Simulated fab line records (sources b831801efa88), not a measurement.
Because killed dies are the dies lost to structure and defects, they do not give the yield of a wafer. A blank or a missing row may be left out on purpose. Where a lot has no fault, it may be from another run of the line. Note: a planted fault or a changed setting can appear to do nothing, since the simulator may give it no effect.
A lot that was struck, set against a sound lot	flow sky130	15 out of 708 route steps
Sound: the wafers L201.1, L201.3, L201.6. The struck wafers were L191.1, L191.2, L191.4. The cause comes at the end.
At each step with rows: each side's tool, then ch and its chambers, then its first start. Under that, the readings that differ: sound wafers	struck wafers	difference of the means	sigmas: that difference in standard deviations of wafers without a fault.
alike: same words and numbers on both sides, and readings whose means sit less than 2 such deviations apart. not compared: any withheld reading, any reading some wafer has no value for, any bound like >300 that may hide the same value, and any number with overlapping values for which the record gives no deviation.
A row with sigmas, a row that says differs or no value, or rows on one side alone: a step with any of these is where the two part. Numbers that don't overlap but have no deviation are shown without sigmas and don't part them. Lack of a reading on every wafer of one side parts them only where that side has two or more wafers.

first, 7 steps without rows for these wafers: SKY_METAL1_HMDS_08 (prime time 60 s); SKY_METAL1_COAT_09 (resist thk 60 nm); SKY_METAL1_COAT_10 (resist thk 450 nm); SKY_METAL1_SOFTBAKE_11 (time 90 s); SKY_METAL1_EXPOSE_12 (exposes mask MM1, target cd 140 nm); SKY_METAL1_PEB_13; SKY_METAL1_DEVELOP_14 (develop time 60 s).
SKY_METAL1_CD_MEAS_15: the cd target is 140 nm.
  sound on cd-sem-01 at day 37 05:40; struck on cd-sem-01 at day 34 18:49
  alike: cd-nm
SKY_METAL1_OVL_MEAS_16:
  sound on overlay-01 at day 37 05:47; struck on overlay-01 at day 34 18:56
  alike: METAL1_OVL
SKY_METAL1_DESCUM_17: chemistry O2, time 8 s.
  sound on rie-metal-03 ch 0,1, day 37 05:49; struck on rie-metal-03 ch 0,1, day 34 18:58
  alike: drypump-motor-current-A, oes-product-au
  not compared: rf-hours-counter-h
SKY_METAL1_ETCH_18: etches BARC in N2/H2, stops on SiO2, time 45.9 s, target depth 60 nm.
  sound on rie-metal-03 ch 0,1, day 37 05:51; struck on rie-metal-03 ch 0,1, day 34 19:00
  alike: drypump-motor-current-A, oes-product-au, throttle-valve-pct
  not compared: rf-hours-counter-h
SKY_METAL1_METAL_ETCH_19: etches the open film in Cl2/BCl3, stops on SiO2, target depth 360 nm, time 78 s.
  sound on rie-metal-03 ch 0,1, day 37 05:55; struck on rie-metal-03 ch 0,1, day 34 19:04
  alike: bcl3-flow-sccm, drypump-motor-current-A, oes-product-au, throttle-valve-pct
  not compared: rf-hours-counter-h
SKY_METAL1_STRIP_20: strips in O2/N2.
  sound on plasma-asher-02 ch 0,1, day 37 06:00; struck on plasma-asher-02 ch 0,1, day 34 19:09
  no value came back on the struck wafers for any of 5 readings (chamber-pressure-mTorr (mTorr), drypump-motor-current-A (A) and others); on the sound wafers chamber-pressure-mTorr (mTorr) reads 1498.8 1500.8 1500.6
reading	sound	struck	difference	sigmas
model.KrF-thick_of_METAL1_COAT_10.thk-nm (nm)	0 0 0	156.3 161.3 157.8	+158.5	
  not compared: rf-hours-counter-h
then, 1 step without rows for these wafers: SKY_METAL1_STRIP_21 (strips in post etch residue remover, time 1200 s).
-- the record jumps here: 12 days lie between the struck wafers' starts before and after (it left off in module METAL1 and takes up again in module PAD_OPEN, whose first step shown is number 708 of the route) --
SKY_PAD_OPEN_PROBE_99:
  sound on prober-01 at day 49 03:23; struck on prober-02 at day 47 06:35
reading	sound	struck	difference	sigmas
hold	- - -	await-dispo/1.8h/scrap await-dispo/1.8h/scrap await-dispo/1.8h/scrap	no value on the sound wafers	
defect-limited-yield (%)	79.5 79.7 78.7	0.6 0 0.4	-79.0	-42
killed_at_M0_to_M3	45 49 50	445 459 444	+401	+61
killed-dies	101 100 105	489 492 490	+388	+42
killed-on-rim	17 20 16	93 96 95	+77	+20
sort_bin_5_function (%)	12.0 12.6 13.0	93.5 94.9 92.3	+81.0	+58
sort-n-pass	391 392 387	3 0 2	-388	-42
sort-yield-pct (%)	79.5 79.7 78.7	0.6 0 0.4	-79.0	-42
  alike: killed_at_M4_up, killed-at-contacts, killed-at-front-end, killed-at-other, killed-open, killed-short, sort_bin_3_pad_short, sort_bin_6_memory

## WHERE THEY PART
Earliest at SKY_METAL1_STRIP_20; latest, in this record, at SKY_PAD_OPEN_PROBE_99.

WHY: the cause the simulator had injected
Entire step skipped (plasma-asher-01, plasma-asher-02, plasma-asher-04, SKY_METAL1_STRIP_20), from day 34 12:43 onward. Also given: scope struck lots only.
